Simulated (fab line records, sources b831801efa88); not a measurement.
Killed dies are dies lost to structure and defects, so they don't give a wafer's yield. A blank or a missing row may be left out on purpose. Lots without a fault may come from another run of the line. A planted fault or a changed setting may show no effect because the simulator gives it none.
fab line records | flow sky130
record lots=6 wafers=18 last_day=50
route steps=708 shown PWDE@54 NWELL@56 PAD_OPEN@708
lots that met no fault: from a run of the same line without faults
start_h: hours from the record's first day to the start of the lot's first wafer shown | wait_h: hours since the lot's step before | " the same as in the row above | L1.1+2: a row that stands for several wafers | - no value, or no start given | * or withheld: withheld | < > ~ a bound
route shown NAME@n: a module of which the file shows steps, and the number in the route of the first | usual: mean/standard deviation of fault-free wafers | same: alike in all rows | chamber/n: place in a boat | sites: the reading at each site | _std_site: their standard deviation | _edge_site: outer sites' mean less inner sites' | radius_mm: how far each site lies from the wafer's centre | mask NAME#n: copy n | behind: the tool/chamber that last shaped the wafer | hold: why the lot was held/for how many hours/how that ended | device: the transistor (n, p or np) that didn't switch | end of line: the same wafers' tests at the end of the route | a step without rows: its recipe alone | killed: dies lost to structure and defects at the first sort, not the wafer's yield | map: a wafer's dies, x killed, . not, _ none there
set.NAME: the setting as run; set.NAME@STEP: as run at that earlier step | model.NAME: the simulator's own value behind a step, which no gauge read
lots at some steps of the route; a table a step, a row a wafer
services: from which hour (start_h, from the record's first day; less than 0 if before it) a tool's chamber was out of use, for how many hours, and why
## steps
# step SKY_PWDE_STRIP_09
# recipe chemistry=O2/N2 power_w=1400 pressure_mtorr=1500 platen_temp_c=withheld o2_flow_sccm=3000 n2_flow_sccm=300 overash_fraction=0.5
# usual drypump_motor_current_A=5.5/0.32 oes_product_au=0.722/0.0052 strip_time_to_endpoint_s=36.91/0.08
# columns lot.wafer tool chamber start_h wait_h drypump_motor_current_A oes_product_au rf_hours_counter_h strip_time_to_endpoint_s
L344.2 plasma_asher-03 0 77.47 0.1 5.2 0.728 39 37.05
L344.3 " 0 " " 5.2 0.719 - 36.91
L344.6 " 1 " " 5.2 0.725 - 36.97
L343.1 plasma_asher-03 0 78.28 0.1 5.2 0.725 39 36.88
L343.2 " 1 " " 5.2 0.725 39 36.96
L343.5 " 1 " " 5.3 0.720 - 36.84
L346.1 plasma_asher-02 1 83.73 0.1 5.8 0.714 27 36.93
L346.4 " 0 " " 6.1 0.726 - 37.11
L346.5 " 0 " " 6.1 0.723 - 37.11
L354.4 plasma_asher-02 0 138.41 0.1 6.1 0.715 - 37.07
L354.5 " 1 " " 5.8 0.730 - 36.99
L354.6 " 0 " " 6.1 0.718 - 36.98
L358.1 plasma_asher-04 0 152.57 0.1 5.5 0.717 3 36.94
L358.4 " 1 " " 5.3 0.712 - 36.96
L358.5 " 0 " " 5.5 0.727 - 36.96
L366.3 plasma_asher-03 0 197.70 0.1 5.2 0.725 - 36.97
L366.5 " 1 " " 5.2 0.714 - 36.85
L366.6 " 0 " " 5.2 0.719 - 36.90
# step SKY_PWDE_TW_MEAS_10
# usual PWDE_TW=374/3.4
# columns lot.wafer tool chamber start_h wait_h PWDE_TW
L344.2 film_metro-02 - 77.58 0.1 373
L344.3 " - " " 374
L344.6 " - " " 375
L343.1 film_metro-04 - 78.38 0.1 375
L343.2 " - " " 377
L343.5 " - " " 379
L346.1 film_metro-02 - 83.83 0.1 376
L346.4 " - " " 374
L346.5 " - " " 375
L354.4 film_metro-02 - 138.51 0.1 378
L354.5 " - " " 376
L354.6 " - " " 375
L358.1 film_metro-02 - 152.67 0.1 378
L358.4 " - " " 378
L358.5 " - " " 380
L366.3 film_metro-02 - 197.79 0.1 375
L366.5 " - " " 379
L366.6 " - " " 378
# step SKY_NWELL_DEHYDRATE_03
# recipe temp_c=200 time_s=60
# step SKY_NWELL_HMDS_04
# recipe prime_time_s=60 prime_temp_c=120
# step SKY_NWELL_COAT_05
# recipe spin_rpm=2000 resist_thk_nm=3000
# step SKY_NWELL_SOFTBAKE_06
# recipe temp_c=110 time_s=withheld
# step SKY_NWELL_EXPOSE_07
# recipe mask_id=NWM na=0.6 source_shape=conventional sigma_outer=0.6 polarization=unpolarized target_cd_nm=840 dose_mj=255
# step SKY_NWELL_PEB_08
# recipe temp_c=115 time_s=withheld
# step SKY_NWELL_DEVELOP_09
# recipe wall_angle_deg=90 developer=TMAH develop_time_s=60 dev_temp_c=23
# step SKY_NWELL_OVL_MEAS_10
# usual NWELL_00_OVL=1.2/1.2
# columns lot.wafer tool chamber start_h wait_h NWELL_00_OVL[nm]
L344.2 overlay-01 - 94.09 - 1.4
L344.3 " - " " 2.7
L344.6 " - " " 1.9
L343.1 overlay-01 - 94.92 - 1.2
L343.2 " - " " 0.8
L343.5 " - " " 0.8
L346.1 overlay-02 - 100.80 - -1.4
L346.4 " - " " 0.3
L346.5 " - " " -1.0
L354.4 overlay-02 - 158.32 - 0.9
L354.5 " - " " -0.4
L354.6 " - " " -0.5
L358.1 overlay-02 - 172.58 - 2.0
L358.4 " - " " 2.3
L358.5 " - " " 1.7
L366.3 overlay-01 - 219.53 - 0.6
L366.5 " - " " 0.5
L366.6 " - " " 1.0
# step SKY_NWELL_IMPLANT_11
# recipe species=P energy_kev=400 dose_cm2=1.9e+13 tilt_deg=withheld
# step SKY_NWELL_IMPLANT_12
# recipe species=P energy_kev=120 dose_cm2=1.3e+12 tilt_deg=withheld
# step SKY_NWELL_IMPLANT_13
# recipe species=P energy_kev=50 dose_cm2=7e+11 tilt_deg=withheld
# usual beam_on_s=10.03/0.2
# columns lot.wafer tool chamber start_h wait_h beam_on_s
L344.2 implanter-04 0 94.44 0.1 10.03
L344.3 " 0 " " 10.32
L344.6 " 0 " " 10.04
L343.1 implanter-02 0 95.25 0.1 10.12
L343.2 " 0 " " 10.18
L343.5 " 0 " " 10.47
L346.1 implanter-02 0 101.14 0.1 9.98
L346.4 " 0 " " 9.98
L346.5 " 0 " " 9.73
L354.4 implanter-02 0 158.71 0.1 9.82
L354.5 " 0 " " 10.14
L354.6 " 0 " " 9.84
L354.4 implanter-02 0 159.03 0.3 9.78
L354.5 " 0 " " 10.04
L354.6 " 0 " " 9.97
L358.1 implanter-01 0 172.92 0.1 9.73
L358.4 " 0 " " 9.94
L358.5 " 0 " " 10.26
L358.1 implanter-01 0 173.23 0.3 9.99
L358.4 " 0 " " 10.00
L358.5 " 0 " " 10.12
L366.3 implanter-04 0 219.90 0.1 10.19
L366.5 " 0 " " 10.13
L366.6 " 0 " " 10.06
# step SKY_NWELL_STRIP_14
# recipe chemistry=O2/N2 power_w=1400 pressure_mtorr=1500 platen_temp_c=withheld o2_flow_sccm=3000 n2_flow_sccm=300 overash_fraction=0.5
# usual drypump_motor_current_A=5.5/0.48 oes_product_au=0.723/0.0044 strip_time_to_endpoint_s=36.93/0.12
# columns lot.wafer tool chamber start_h wait_h drypump_motor_current_A oes_product_au rf_hours_counter_h strip_time_to_endpoint_s
L344.2 plasma_asher-01 0 94.57 0.1 5.9 0.726 42 36.94
L344.3 " 0 " " 5.8 0.727 - 36.93
L344.6 " 0 " " 5.9 0.720 - 36.87
L343.1 plasma_asher-01 1 95.40 0.1 4.7 0.726 42 37.01
L343.2 " 0 " " 5.8 0.714 42 37.03
L343.5 " 1 " " 4.7 0.716 - 36.95
L346.1 plasma_asher-02 1 101.29 0.1 5.8 0.722 28 37.08
L346.4 " 1 " " 5.8 0.725 - 37.19
L346.5 " 0 " " 6.1 0.725 - 37.00
L354.4 plasma_asher-03 0 159.14 0.1 5.2 0.727 - 37.10
L354.5 " 1 " " 5.3 0.724 - 37.13
L354.6 " 0 " " 5.2 0.732 - 37.03
L358.1 plasma_asher-03 0 173.38 0.1 5.2 0.729 48 37.07
L358.4 " 1 " " 5.2 0.719 - 37.02
L358.5 " 0 " " 5.2 0.722 - 37.08
L366.3 plasma_asher-02 1 220.04 0.1 5.8 0.725 - 36.99
L366.5 " 1 " " 5.8 0.725 - 36.87
L366.6 " 0 " " 6.1 0.728 - 36.91
# step SKY_NWELL_TW_MEAS_15
# usual NWELL_TW=1825/17
# columns lot.wafer tool chamber start_h wait_h NWELL_TW
L344.2 film_metro-02 - 94.68 0.1 1832
L344.3 " - " " 1832
L344.6 " - " " 1842
L343.1 film_metro-04 - 95.50 0.1 1845
L343.2 " - " " 1836
L343.5 " - " " 1845
L346.1 film_metro-02 - 101.39 0.1 1841
L346.4 " - " " 1843
L346.5 " - " " 1840
L354.4 film_metro-02 - 159.23 0.1 1847
L354.5 " - " " 1848
L354.6 " - " " 1848
L358.1 film_metro-01 - 173.48 0.1 1817
L358.4 " - " " 1812
L358.5 " - " " 1807
L366.3 film_metro-02 - 220.12 0.1 1841
L366.5 " - " " 1849
L366.6 " - " " 1842
# step SKY_NWELL_DEHYDRATE_16
# recipe temp_c=200 time_s=60
# step SKY_NWELL_HMDS_17
# recipe prime_time_s=60 prime_temp_c=120
# step SKY_NWELL_COAT_18
# recipe spin_rpm=2000 resist_thk_nm=3000
# step SKY_NWELL_SOFTBAKE_19
# recipe temp_c=110 time_s=withheld
# step SKY_NWELL_EXPOSE_20
# recipe mask_id=NWM_COMPLEMENT na=0.6 source_shape=conventional sigma_outer=0.6 polarization=unpolarized target_cd_nm=840 dose_mj=260
# step SKY_NWELL_PEB_21
# recipe temp_c=115 time_s=withheld
# step SKY_NWELL_DEVELOP_22
# recipe wall_angle_deg=90 developer=TMAH develop_time_s=60 dev_temp_c=23
# step SKY_NWELL_OVL_MEAS_23
# usual NWELL_01_OVL=0.2/1.7
# columns lot.wafer tool chamber start_h wait_h NWELL_01_OVL[nm]
L344.2 overlay-02 - 111.09 - 0.5
L344.3 " - " " 0.2
L344.6 " - " " 1.7
L343.1 overlay-01 - 112.10 - -1.1
L343.2 " - " " -2.7
L343.5 " - " " -1.1
L346.1 overlay-01 - 117.75 - 0.6
L346.4 " - " " 0.7
L346.5 " - " " -0.3
L354.4 overlay-01 - 179.40 - 1.3
L354.5 " - " " 1.6
L354.6 " - " " -0.5
L358.1 overlay-01 - 194.08 - 0.2
L358.4 " - " " -0.2
L358.5 " - " " -0.1
L366.3 overlay-01 - 243.24 - -1.2
L366.5 " - " " -0.3
L366.6 " - " " 1.7
# step SKY_NWELL_IMPLANT_24
# recipe species=B energy_kev=140 dose_cm2=9.2e+12 tilt_deg=withheld
# step SKY_NWELL_STRIP_25
# recipe chemistry=O2/N2 power_w=1400 pressure_mtorr=1500 platen_temp_c=withheld o2_flow_sccm=3000 n2_flow_sccm=300 overash_fraction=0.5
# usual drypump_motor_current_A=5.4/0.45 oes_product_au=0.723/0.0045 strip_time_to_endpoint_s=36.93/0.1
# columns lot.wafer tool chamber start_h wait_h drypump_motor_current_A oes_product_au rf_hours_counter_h strip_time_to_endpoint_s
L344.2 plasma_asher-02 1 111.27 0.1 5.8 0.721 29 36.95
L344.3 " 0 " " 6.1 0.726 - 36.91
L344.6 " 1 " " 5.8 0.714 - 37.02
L343.1 plasma_asher-01 1 112.29 0.1 4.7 0.717 44 37.16
L343.2 " 0 " " 5.8 0.721 44 36.89
L343.5 " 1 " " 4.8 0.723 - 37.09
L346.1 plasma_asher-02 1 117.94 0.1 5.8 0.729 30 36.87
L346.4 " 0 " " 6.1 0.724 - 37.06
L346.5 " 1 " " 5.8 0.718 - 37.06
L354.4 plasma_asher-01 0 179.60 0.1 5.9 0.723 - 36.73
L354.5 " 1 " " 4.7 0.713 - 36.78
L354.6 " 0 " " 5.8 0.710 - 36.80
L358.1 plasma_asher-02 0 194.27 0.1 6.1 0.720 38 36.84
L358.4 " 1 " " 5.8 0.729 - 36.90
L358.5 " 0 " " 6.1 0.725 - 36.83
L366.3 plasma_asher-01 0 243.45 0.1 5.8 0.716 - 36.90
L366.5 " 0 " " 5.8 0.726 - 36.90
L366.6 " 1 " " 4.7 0.724 - 36.90
# step SKY_NWELL_TW_MEAS_26
# usual NWELL_2_TW=498/3.6
# columns lot.wafer tool chamber start_h wait_h NWELL_2_TW
L344.2 film_metro-04 - 111.38 0.1 496
L344.3 " - " " 502
L344.6 " - " " 500
L343.1 film_metro-04 - 112.39 0.1 501
L343.2 " - " " 499
L343.5 " - " " 499
L346.1 film_metro-02 - 118.04 0.1 504
L346.4 " - " " 500
L346.5 " - " " 503
L354.4 film_metro-02 - 179.70 0.1 496
L354.5 " - " " 497
L354.6 " - " " 498
L358.1 film_metro-02 - 194.37 0.1 503
L358.4 " - " " 502
L358.5 " - " " 503
L366.3 film_metro-01 - 243.54 0.1 492
L366.5 " - " " 493
L366.6 " - " " 494
# step SKY_NWELL_CLEAN_27
# recipe chemistry=SC1/SC2 mix=1:4:20 temp_c=70 time_s=150 dry=n2_spin
# step SKY_NWELL_RTA_28
# recipe temp_c=1050 time_s=30 idle_temp_c=650 ramp_up_c_per_s=150 ramp_down_c_per_s=90 ambient=N2
# usual lamp_power_pct=25.31/0.052 wafer_temp_C_max=1055.0/1.1
# columns lot.wafer tool chamber start_h wait_h lamp_power_pct wafer_temp_C_max
L344.2 rtp_anneal-02 0 111.49 0.0 25.32 1054.2
L344.3 " 0 " " 25.41 1053.6
L344.6 " 0 " " 25.29 1054.4
L343.1 rtp_anneal-02 0 112.50 0.0 25.32 1054.4
L343.2 " 0 " " 25.26 1054.4
L343.5 " 0 " " 25.26 1056.4
L346.1 rtp_anneal-02 0 118.15 0.0 25.33 1056.8
L346.4 " 0 " " 25.30 1054.9
L346.5 " 0 " " 25.26 1057.0
L354.4 rtp_anneal-02 0 179.83 0.1 25.26 1053.2
L354.5 " 0 " " 25.39 1056.3
L354.6 " 0 " " 25.30 1055.5
L358.1 rtp_anneal-01 0 194.48 0.0 25.24 1055.0
L358.4 " 0 " " 25.26 1054.1
L358.5 " 0 " " 25.31 1057.1
L366.3 rtp_anneal-01 0 243.66 0.0 25.44 1054.2
L366.5 " 0 " " 25.31 1053.8
L366.6 " 0 " " 25.25 1055.6
# step SKY_NWELL_RS_MEAS_29
# recipe thk_meas_gauge=four-point-probe
# usual NWELL_RS=624.8/1.6
# columns lot.wafer tool chamber start_h wait_h NWELL_RS[ohm/sq]
L344.2 film_metro-04 - 111.64 0.1 624.2
L344.3 " - " " 623.4
L344.6 " - " " 621.2
L343.1 film_metro-04 - 112.60 0.1 626.4
L343.2 " - " " 626.5
L343.5 " - " " 625.9
L346.1 film_metro-04 - 118.25 0.1 625.4
L346.4 " - " " 624.1
L346.5 " - " " 624.7
L354.4 film_metro-01 - 179.94 0.1 605.8
L354.5 " - " " 606.1
L354.6 " - " " 605.8
L358.1 film_metro-01 - 194.58 0.1 604.2
L358.4 " - " " 606.6
L358.5 " - " " 603.9
L366.3 film_metro-04 - 243.77 0.1 624.2
L366.5 " - " " 624.9
L366.6 " - " " 623.5
# step SKY_PAD_OPEN_PROBE_99
# usual killed_at_M0_to_M3=43/7.2 killed_at_M4_up=3.1/1.8 killed_at_contacts=24/5.4 killed_at_front_end=15/4.4 killed_at_other=0.4/0.56 killed_dies=86/9.3 killed_on_rim=17/3.6 killed_open=47/6.9 killed_short=39/6.6
# same gross_dies=492 killed_at_back_side=0
# columns lot.wafer tool chamber start_h wait_h killed_at_M0_to_M3 killed_at_M4_up killed_at_contacts killed_at_front_end killed_at_other killed_dies killed_on_rim killed_open killed_short model.etest.nfet_16v.r_on_ohm_um model.etest.pfet_16v.r_on_ohm_um model.etest.pfet_g5v0d10v5.r_on_ohm_um model.etest.tip_p.rs_ohm_sq model.etest.tip_p_5v.rs_ohm_sq model.etest.pfet_01v8.r_on_ohm_um model.etest.pfet_g5v0d10v5.drive_ua_um model.etest.pfet_01v8_lvt.drive_ua_um
L344.2 prober-01 - 1084.57 0.1 46 6 17 16 1 86 19 45 41 1.383e+04 1.548e+04 4875 6874 2907 2833 332.8 174.9
L344.3 prober-01 - 1084.62 0.2 44 5 25 14 0 88 23 34 54 1.392e+04 1.536e+04 4873 6841 2914 2810 335 174.2
L344.6 prober-01 - 1084.77 0.2 58 1 25 11 0 95 20 54 41 1.36e+04 1.535e+04 4804 6926 2941 2855 333.9 174.3
L343.1 prober-02 - 1088.67 0.1 33 2 17 10 0 62 9 34 28 1.393e+04 1.52e+04 4816 6846 2901 2803 333.9 178.2
L343.2 prober-02 - 1088.72 0.1 28 2 22 17 0 69 12 39 30 1.392e+04 1.52e+04 4772 6818 2884 2782 339.9 179.4
L343.5 prober-02 - 1088.87 0.2 40 2 28 16 0 86 16 52 34 1.381e+04 1.536e+04 4741 6762 2888 2664 336.4 180.4
L346.1 prober-02 - 1093.55 0.1 49 2 24 14 0 89 15 56 33 1.403e+04 1.523e+04 4848 6843 2864 2905 335 172.8
L346.4 prober-02 - 1093.70 0.2 49 2 16 15 0 82 12 38 43 1.392e+04 1.526e+04 4741 6873 2871 2778 344.4 178.5
L346.5 prober-02 - 1093.75 0.2 46 4 18 21 0 89 17 53 34 1.402e+04 1.543e+04 4837 6903 2886 2884 335.1 175.3
L354.4 prober-02 - 1143.91 0.2 40 5 25 13 0 83 11 52 31 1.386e+04 1.558e+04 5113 7006 2980 2916 312.2 151.6
L354.5 prober-02 - 1143.96 0.2 50 3 32 29 0 114 24 57 57 1.334e+04 1.55e+04 5105 6983 2994 2939 309.8 150.5
L354.6 prober-02 - 1144.01 0.2 55 2 16 13 0 86 17 54 32 1.328e+04 1.567e+04 5135 6984 2987 2932 311.8 149.6
L358.1 prober-02 - 1163.45 0.1 36 6 13 10 0 65 10 30 35 1.35e+04 1.569e+04 5227 7037 2975 3026 310.9 149.9
L358.4 prober-02 - 1163.60 0.2 38 4 26 19 0 87 21 41 46 1.344e+04 1.572e+04 5180 7059 2986 3067 307.1 148.9
L358.5 prober-02 - 1163.65 0.2 35 1 16 12 1 65 13 37 27 1.344e+04 1.566e+04 5107 7046 2970 3038 309.2 147.9
L366.3 prober-02 - 1201.26 0.2 40 3 19 17 1 80 12 39 41 1.402e+04 1.52e+04 4636 7047 2849 2929 348.3 175
L366.5 prober-02 - 1201.36 0.2 35 4 24 14 1 78 13 31 47 1.388e+04 1.521e+04 4657 7050 2875 2874 351.8 176.7
L366.6 prober-02 - 1201.41 0.2 63 3 27 14 1 108 21 56 52 1.401e+04 1.509e+04 4746 7109 2850 2923 344.8 174.4
# killed by level:class
L344.2 VIA1:geometric_particle:open=9 VIA3:geometric_particle:open=8 CONTACT:geometric_particle:open=6 VIA2:geometric_particle:open=6 VIA1:geometric_particle:short=5 VIA3:geometric_particle:short=5 FIELD_ISO:geometric_particle:short=4 POLY_GATE:geometric_particle:open=4
L344.3 POLY_GATE:geometric_particle:short=9 CONTACT:geometric_particle:open=9 VIA1:geometric_particle:short=9 LI_CONTACT:geometric_particle:open=6 METAL3:geometric_particle:short=6 VIA1:geometric_particle:open=6 CONTACT:geometric_particle:short=5 VIA3:geometric_particle:open=5
L344.6 CONTACT:geometric_particle:open=10 VIA3:geometric_particle:open=10 VIA2:geometric_particle:open=9 METAL1:geometric_particle:short=8 VIA1:geometric_particle:open=8 LI_CONTACT:geometric_particle:open=7 VIA1:geometric_particle:short=7 VIA3:geometric_particle:short=6
L343.1 VIA2:geometric_particle:open=9 CONTACT:geometric_particle:open=6 VIA1:geometric_particle:open=6 CONTACT:geometric_particle:short=5 LOCAL_INTERCONNECT:geometric_particle:short=4 POLY_GATE:geometric_particle:open=3 VIA3:geometric_particle:open=3 METAL2:geometric_particle:short=3
L343.2 CONTACT:geometric_particle:open=8 VIA2:geometric_particle:open=8 CONTACT:geometric_particle:short=6 POLY_GATE:geometric_particle:short=5 LI_CONTACT:geometric_particle:open=5 VIA3:geometric_particle:open=5 METAL1:geometric_particle:short=4 VIA1:geometric_particle:open=4
L343.5 CONTACT:geometric_particle:open=14 VIA1:geometric_particle:open=8 VIA3:geometric_particle:open=7 VIA2:geometric_particle:open=6 CONTACT:geometric_particle:short=5 VIA1:geometric_particle:short=5 FIELD_ISO:geometric_particle:open=4 POLY_GATE:geometric_particle:open=4
L346.1 LI_CONTACT:geometric_particle:open=13 VIA2:geometric_particle:open=9 VIA1:geometric_particle:open=9 VIA1:geometric_particle:short=7 METAL2:geometric_particle:short=6 POLY_GATE:geometric_particle:open=6 CONTACT:geometric_particle:open=6 VIA3:geometric_particle:open=5
L346.4 VIA1:geometric_particle:short=11 VIA1:geometric_particle:open=10 METAL2:geometric_particle:short=6 CONTACT:geometric_particle:open=5 SPACER:geometric_particle:short=4 LI_CONTACT:geometric_particle:short=4 VIA2:geometric_particle:open=4 METAL3:geometric_particle:short=4
L346.5 CONTACT:geometric_particle:open=9 VIA1:geometric_particle:open=8 METAL2:geometric_particle:short=8 FIELD_ISO:geometric_particle:open=7 VIA3:geometric_particle:open=7 LI_CONTACT:geometric_particle:open=5 METAL1:geometric_particle:short=5 METAL3:geometric_particle:short=5
L354.4 VIA2:geometric_particle:open=12 VIA1:geometric_particle:open=12 CONTACT:geometric_particle:open=10 LI_CONTACT:geometric_particle:open=5 LOCAL_INTERCONNECT:geometric_particle:short=5 CONTACT:geometric_particle:short=5 METAL2:geometric_particle:short=5 POLY_GATE:geometric_particle:open=4
L354.5 CONTACT:geometric_particle:open=13 FIELD_ISO:geometric_particle:short=10 METAL2:geometric_particle:short=10 LI_CONTACT:geometric_particle:open=9 FIELD_ISO:geometric_particle:open=8 VIA1:geometric_particle:short=8 VIA1:geometric_particle:open=7 VIA3:geometric_particle:open=7
L354.6 VIA1:geometric_particle:open=18 VIA3:geometric_particle:open=9 LI_CONTACT:geometric_particle:open=7 METAL2:geometric_particle:short=7 FIELD_ISO:geometric_particle:open=6 VIA2:geometric_particle:open=5 CONTACT:geometric_particle:open=4 METAL1:geometric_particle:short=4
L358.1 VIA3:geometric_particle:open=6 METAL4:geometric_particle:short=6 VIA1:geometric_particle:open=5 LOCAL_INTERCONNECT:geometric_particle:short=4 VIA1:geometric_particle:short=4 VIA2:geometric_particle:open=4 METAL2:geometric_particle:short=4 METAL3:geometric_particle:short=4
L358.4 VIA1:geometric_particle:open=10 CONTACT:geometric_particle:open=8 LI_CONTACT:geometric_particle:open=7 METAL2:geometric_particle:short=7 CONTACT:geometric_particle:short=5 VIA3:geometric_particle:open=5 VIA1:geometric_particle:short=5 FIELD_ISO:geometric_particle:open=4
L358.5 VIA1:geometric_particle:open=9 FIELD_ISO:geometric_particle:open=6 LI_CONTACT:geometric_particle:open=6 VIA1:geometric_particle:short=5 METAL2:geometric_particle:short=4 METAL3:geometric_particle:short=4 POLY_GATE:geometric_particle:open=3 CONTACT:geometric_particle:short=3
L366.3 VIA1:geometric_particle:open=6 METAL2:geometric_particle:short=6 VIA3:geometric_particle:open=6 CONTACT:geometric_particle:short=5 CONTACT:geometric_particle:open=5 METAL1:geometric_particle:short=5 POLY_GATE:geometric_particle:short=4 POLY_CUT:geometric_particle:open=4
L366.5 LI_CONTACT:geometric_particle:open=9 METAL1:geometric_particle:short=8 VIA1:geometric_particle:open=7 CONTACT:geometric_particle:short=6 VIA3:geometric_particle:short=6 CONTACT:geometric_particle:open=5 VIA1:geometric_particle:short=5 POLY_GATE:geometric_particle:short=4
L366.6 VIA1:geometric_particle:open=11 METAL2:geometric_particle:short=10 VIA3:geometric_particle:open=9 LI_CONTACT:geometric_particle:open=8 VIA2:geometric_particle:open=8 VIA1:geometric_particle:short=8 CONTACT:geometric_particle:open=6 FIELD_ISO:geometric_particle:open=5
## services
# columns tool chamber start_h hours kind
plasma_asher-04 - 75.66 8.8 repair
implanter-04 - 96.49 2.7 pm
implanter-02 - 106.30 2.5 repair
plasma_asher-04 - 108.75 9.0 pm
plasma_asher-04 0 108.75 9.0 vent_cycle
plasma_asher-04 1 108.75 9.0 vent_cycle
implanter-02 - 114.20 1.3 repair
plasma_asher-04 0 117.75 - clean
plasma_asher-04 1 117.75 - clean
implanter-01 - 124.52 2.6 repair
plasma_asher-03 - 133.71 0.7 repair
implanter-04 - 143.94 7.8 repair
implanter-04 - 172.24 4.9 repair
plasma_asher-04 - 183.31 1.2 repair
implanter-01 - 204.51 7.7 pm
implanter-04 - 216.18 1.2 repair
plasma_asher-04 - 231.86 0.7 repair
## key
first_sign step=SKY_NWELL_IMPLANT_13 reading=visit direction=added
effect step=SKY_NWELL_RS_MEAS_29 reading=NWELL_RS direction=down sigmas=12 usual=624.8 struck=605.4
model_effect step=SKY_PAD_OPEN_PROBE_99 value=etest.nfet_16v.r_on_ohm_um without=1.41e+04 struck=1.348e+04
met_at SKY_NWELL_IMPLANT_13
struck_wafers L354.4,L354.5,L354.6,L358.1,L358.4,L358.5
tester_left_out L354,L358
fault kind=repeated_step_whole tool=implanter-01,implanter-02,implanter-04 chamber=- onset_h=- steps=SKY_NWELL_IMPLANT_13 times=1 scope=struck_lots_only
# tester_left_out: of these lots the tester's yield and bins aren't shown, on N5 and GAA mostly nor the transistor test; their killed dies are dies lost to structure and defects alone, not to doping, threshold or leakage, so they don't give the yield
